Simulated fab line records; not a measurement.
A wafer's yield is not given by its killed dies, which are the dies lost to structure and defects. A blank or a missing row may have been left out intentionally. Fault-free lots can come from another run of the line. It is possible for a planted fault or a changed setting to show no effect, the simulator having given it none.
What tool caused it? :: flow sky130 :: 14 lots, 42 wafers sampled, at 4 steps of a route of 708

## WHAT THE GAUGES READ, wafer by wafer
SKY_LOCAL_INTERCONNECT_RS_MEAS_01: measures by four-point-probe. Usual: LOCAL_INTERCONNECT_TIN_RS typically reads 14.12 ohm/sq, with standard deviation 0.14.
lot: L466
measured: day 30 12:46
on: film metro-04
LOCAL_INTERCONNECT_TIN_RS (ohm/sq): 14.26 13.99 14.11
flag: 

lot: L465
measured: day 30 14:45
on: film metro-04
LOCAL_INTERCONNECT_TIN_RS (ohm/sq): 14.25 14.21 14.18
flag: 

lot: L473
measured: day 32 04:04
on: film metro-02
LOCAL_INTERCONNECT_TIN_RS (ohm/sq): 14.32 14.23 14.31
flag: 

lot: L472
measured: day 32 06:48
on: film metro-03
LOCAL_INTERCONNECT_TIN_RS (ohm/sq): 14.36 14.03 14.06
flag: 

lot: L475
measured: day 33 09:25
on: film metro-02
LOCAL_INTERCONNECT_TIN_RS (ohm/sq): 14.25 14.21 14.20
flag: 

lot: L474
measured: day 33 11:51
on: film metro-02
LOCAL_INTERCONNECT_TIN_RS (ohm/sq): 14.08 13.97 14.04
flag: 

lot: L477
measured: day 33 17:11
on: film metro-03
LOCAL_INTERCONNECT_TIN_RS (ohm/sq): 13.94 13.87 14.08
flag: 

lot: L476
measured: day 33 18:26
on: film metro-03
LOCAL_INTERCONNECT_TIN_RS (ohm/sq): 14.18 14.20 14.20
flag: 

lot: L479
measured: day 34 07:25
on: film metro-02
LOCAL_INTERCONNECT_TIN_RS (ohm/sq): 14.11 14.15 14.16
flag: 

lot: L478
measured: day 34 10:27
on: film metro-03
LOCAL_INTERCONNECT_TIN_RS (ohm/sq): 13.95 14.12 14.02
flag: 

lot: L481
measured: day 34 19:31
on: film metro-04
LOCAL_INTERCONNECT_TIN_RS (ohm/sq): 14.13 14.16 13.98
flag: 

lot: L483
measured: day 35 16:28
on: film metro-02
LOCAL_INTERCONNECT_TIN_RS (ohm/sq): 13.73 13.99 13.96
flag: 

lot: L485
measured: day 36 01:47
on: film metro-02
LOCAL_INTERCONNECT_TIN_RS (ohm/sq): 14.05 14.00 14.10
flag: 

lot: L484
measured: day 36 02:26
on: film metro-02
LOCAL_INTERCONNECT_TIN_RS (ohm/sq): 14.15 14.35 14.38
flag: 

SKY_CONTACT_THK_MEAS_03. Usual: CONTACT_HDPCVD_THK typically reads 568 nm, with standard deviation 6.
lot: L466
measured: day 31 17:51
on: film metro-03
CONTACT_HDPCVD_THK (nm): 569 569 567
flag: 

lot: L465
measured: day 31 19:05
on: film metro-01
CONTACT_HDPCVD_THK (nm): 557 562 563
flag: 

lot: L474
measured: day 34 14:44
on: film metro-02
CONTACT_HDPCVD_THK (nm): 562 570 566
flag: 

lot: L477
measured: day 34 20:04
on: film metro-01
CONTACT_HDPCVD_THK (nm): 563 572 565
flag: 

lot: L476
measured: day 34 21:20
on: film metro-02
CONTACT_HDPCVD_THK (nm): 572 559 571
flag: 

lot: L479
measured: day 35 17:43
on: film metro-03
CONTACT_HDPCVD_THK (nm): 564 558 559
flag: 

lot: L478
measured: day 35 18:41
on: film metro-03
CONTACT_HDPCVD_THK (nm): 568 570 561
flag: 

lot: L481
measured: day 35 21:31
on: film metro-03
CONTACT_HDPCVD_THK (nm): 558 552 560
flag: 

lot: L483
measured: day 36 19:43
on: film metro-01
CONTACT_HDPCVD_THK (nm): 566 571 565
flag: 

lot: L485
measured: day 37 04:28
on: film metro-02
CONTACT_HDPCVD_THK (nm): 568 570 571
flag: 

lot: L484
measured: day 37 05:24
on: film metro-02
CONTACT_HDPCVD_THK (nm): 568 560 562
flag: 

## TOOL THAT RAN EACH LOT (tool first, then ch and the chambers of the sampled wafers, then the start)
lot: L466
SKY_LOCAL_INTERCONNECT_METAL_ETCH_14: rie metal-03 ch 0,1, day 31 17:02
SKY_CONTACT_CVD_00: pecvd-02 ch 0,1,2, day 31 17:41

lot: L465
SKY_LOCAL_INTERCONNECT_METAL_ETCH_14: rie metal-02 ch 0,1, day 31 18:15
SKY_CONTACT_CVD_00: pecvd-04 ch 0,1,2, day 31 18:56

lot: L473
SKY_LOCAL_INTERCONNECT_METAL_ETCH_14: rie metal-02 ch 0,1, day 33 06:44
SKY_CONTACT_CVD_00: pecvd-04 ch 0,2, day 33 07:26

lot: L472
SKY_LOCAL_INTERCONNECT_METAL_ETCH_14: rie metal-03 ch 1, day 33 10:33
SKY_CONTACT_CVD_00: pecvd-03 ch 0,1, day 33 11:12

lot: L475
SKY_LOCAL_INTERCONNECT_METAL_ETCH_14: rie metal-04 ch 0,1, day 34 12:44
SKY_CONTACT_CVD_00: pecvd-02 ch 0,1, day 34 13:25

lot: L474
SKY_LOCAL_INTERCONNECT_METAL_ETCH_14: rie metal-03 ch 0,1, day 34 13:53
SKY_CONTACT_CVD_00: pecvd-04 ch 0,2, day 34 14:34

lot: L477
SKY_LOCAL_INTERCONNECT_METAL_ETCH_14: rie metal-04 ch 0,1, day 34 19:13
SKY_CONTACT_CVD_00: pecvd-02 ch 1,2, day 34 19:53

lot: L476
SKY_LOCAL_INTERCONNECT_METAL_ETCH_14: rie metal-02 ch 0,1, day 34 20:29
SKY_CONTACT_CVD_00: pecvd-02 ch 0,1,2, day 34 21:10

lot: L479
SKY_LOCAL_INTERCONNECT_METAL_ETCH_14: rie metal-02 ch 0,1, day 35 16:54
SKY_CONTACT_CVD_00: pecvd-02 ch 0,1, day 35 17:33

lot: L478
SKY_LOCAL_INTERCONNECT_METAL_ETCH_14: rie metal-02 ch 1, day 35 17:53
SKY_CONTACT_CVD_00: pecvd-02 ch 0,1,2, day 35 18:32

lot: L481
SKY_LOCAL_INTERCONNECT_METAL_ETCH_14: rie metal-04 ch 0,1, day 35 20:06
SKY_CONTACT_CVD_00: pecvd-04 ch 0,2, day 35 21:19

lot: L483
SKY_LOCAL_INTERCONNECT_METAL_ETCH_14: rie metal-04 ch 0,1, day 36 18:54
SKY_CONTACT_CVD_00: pecvd-02 ch 0,1, day 36 19:32

lot: L485
SKY_LOCAL_INTERCONNECT_METAL_ETCH_14: rie metal-03 ch 0,1, day 37 03:40
SKY_CONTACT_CVD_00: pecvd-04 ch 0,2, day 37 04:17

lot: L484
SKY_LOCAL_INTERCONNECT_METAL_ETCH_14: rie metal-02 ch 0,1, day 37 04:33
SKY_CONTACT_CVD_00: pecvd-02 ch 1,2, day 37 05:13
- SKY_LOCAL_INTERCONNECT_METAL_ETCH_14: etches TiN in Cl2/BCl3, stops on PSG, target depth 110 nm, time 31.4 s.
- SKY_CONTACT_CVD_00: deposits Si3N4, target thk 75 nm.

## AS READ BY THE TOOLS THEMSELVES (means over the sampled wafers that have a number; for cases with no such wafer, the mark the record gives instead)
SKY_LOCAL_INTERCONNECT_METAL_ETCH_14. Usual: drypump motor current A 5.9 A, standard deviation 0.36; oes product au 0.942 a.u., standard deviation 0.0065; throttle valve pct 21.900 %, standard deviation 0.0097.
lot: L466
tool: rie metal-03
drypump motor current A (A): 5.7
oes product au (a.u.): 0.940
throttle valve pct (%): 21.901
flag: 

lot: L465
tool: rie metal-02
drypump motor current A (A): 6.0
oes product au (a.u.): 0.936
throttle valve pct (%): 21.905
flag: 

lot: L473
tool: rie metal-02
drypump motor current A (A): 5.9
oes product au (a.u.): 0.937
throttle valve pct (%): 21.897
flag: 

lot: L472
tool: rie metal-03
drypump motor current A (A): 6.0
oes product au (a.u.): 0.941
throttle valve pct (%): 21.907
flag: 

lot: L475
tool: rie metal-04
drypump motor current A (A): 5.7
oes product au (a.u.): 0.943
throttle valve pct (%): 21.896
flag: 

lot: L474
tool: rie metal-03
drypump motor current A (A): 5.7
oes product au (a.u.): 0.943
throttle valve pct (%): 21.897
flag: 

lot: L477
tool: rie metal-04
drypump motor current A (A): 6.0
oes product au (a.u.): 0.948
throttle valve pct (%): 21.893
flag: 

lot: L476
tool: rie metal-02
drypump motor current A (A): 6.0
oes product au (a.u.): 0.938
throttle valve pct (%): 21.908
flag: 

lot: L479
tool: rie metal-02
drypump motor current A (A): 5.9
oes product au (a.u.): 0.944
throttle valve pct (%): 21.906
flag: 

lot: L478
tool: rie metal-02
drypump motor current A (A): 6.1
oes product au (a.u.): 0.943
throttle valve pct (%): 21.906
flag: 

lot: L481
tool: rie metal-04
drypump motor current A (A): 5.6
oes product au (a.u.): 0.939
throttle valve pct (%): 21.900
flag: 

lot: L483
tool: rie metal-04
drypump motor current A (A): 5.7
oes product au (a.u.): 0.949
throttle valve pct (%): 21.901
flag: 

lot: L485
tool: rie metal-03
drypump motor current A (A): 5.8
oes product au (a.u.): 0.941
throttle valve pct (%): 21.906
flag: 

lot: L484
tool: rie metal-02
drypump motor current A (A): 6.0
oes product au (a.u.): 0.937
throttle valve pct (%): 21.902
flag: 

SKY_CONTACT_CVD_00. Usual: heater power outer w 415 W, standard deviation 57; heater power w 721 W, standard deviation 72; susceptor temp C 400.02 C, standard deviation 0.2.
lot: L466
tool: pecvd-02
heater power outer w (W): 426
heater power w (W): 709
susceptor temp C (C): 399.92
flag: 

lot: L465
tool: pecvd-04
heater power outer w (W): 448
heater power w (W): 776
susceptor temp C (C): 399.79
flag: 

lot: L473
tool: pecvd-04
heater power outer w (W): -
heater power w (W): -
susceptor temp C (C): -
flag: OFF

lot: L472
tool: pecvd-03
heater power outer w (W): -
heater power w (W): -
susceptor temp C (C): -
flag: OFF

lot: L475
tool: pecvd-02
heater power outer w (W): -
heater power w (W): -
susceptor temp C (C): -
flag: OFF

lot: L474
tool: pecvd-04
heater power outer w (W): 521
heater power w (W): 867
susceptor temp C (C): 400.17
flag: 

lot: L477
tool: pecvd-02
heater power outer w (W): 406
heater power w (W): 684
susceptor temp C (C): 400.04
flag: 

lot: L476
tool: pecvd-02
heater power outer w (W): 433
heater power w (W): 731
susceptor temp C (C): 400.11
flag: 

lot: L479
tool: pecvd-02
heater power outer w (W): 462
heater power w (W): 744
susceptor temp C (C): 400.11
flag: 

lot: L478
tool: pecvd-02
heater power outer w (W): 420
heater power w (W): 719
susceptor temp C (C): 399.83
flag: 

lot: L481
tool: pecvd-04
heater power outer w (W): 499
heater power w (W): 850
susceptor temp C (C): 400.18
flag: 

lot: L483
tool: pecvd-02
heater power outer w (W): 445
heater power w (W): 741
susceptor temp C (C): 400.16
flag: 

lot: L485
tool: pecvd-04
heater power outer w (W): 444
heater power w (W): 782
susceptor temp C (C): 400.02
flag: 

lot: L484
tool: pecvd-02
heater power outer w (W): 405
heater power w (W): 660
susceptor temp C (C): 400.05
flag: 

## THE ANSWER, worked out from the rows above alone
Rule: a lot counts as off when the mean over its wafers that have a number is more than 3 standard deviations away from the usual mean. A lot without any number at a reading at which 4 lots or more have one is off too. All remaining lots with rows at the step are treated as sound. After the gauges, taken in route order, come the tools' own readings; for these a lot's mean is taken, as printed above. The first step at which some lot is off is used, and at that step the reading that is off furthest; a lot without a number counts as furthest.
Off, at SKY_CONTACT_CVD_00 on heater power outer w: L473, L472, L475. Without a number there: L473, L472, L475.
If a tool, at that step or one of the process steps before it, ran each lot that is off and ran no sound lot following the first of them, it fits. None of those tried fits.

## WHAT THE SIMULATOR PUT IN
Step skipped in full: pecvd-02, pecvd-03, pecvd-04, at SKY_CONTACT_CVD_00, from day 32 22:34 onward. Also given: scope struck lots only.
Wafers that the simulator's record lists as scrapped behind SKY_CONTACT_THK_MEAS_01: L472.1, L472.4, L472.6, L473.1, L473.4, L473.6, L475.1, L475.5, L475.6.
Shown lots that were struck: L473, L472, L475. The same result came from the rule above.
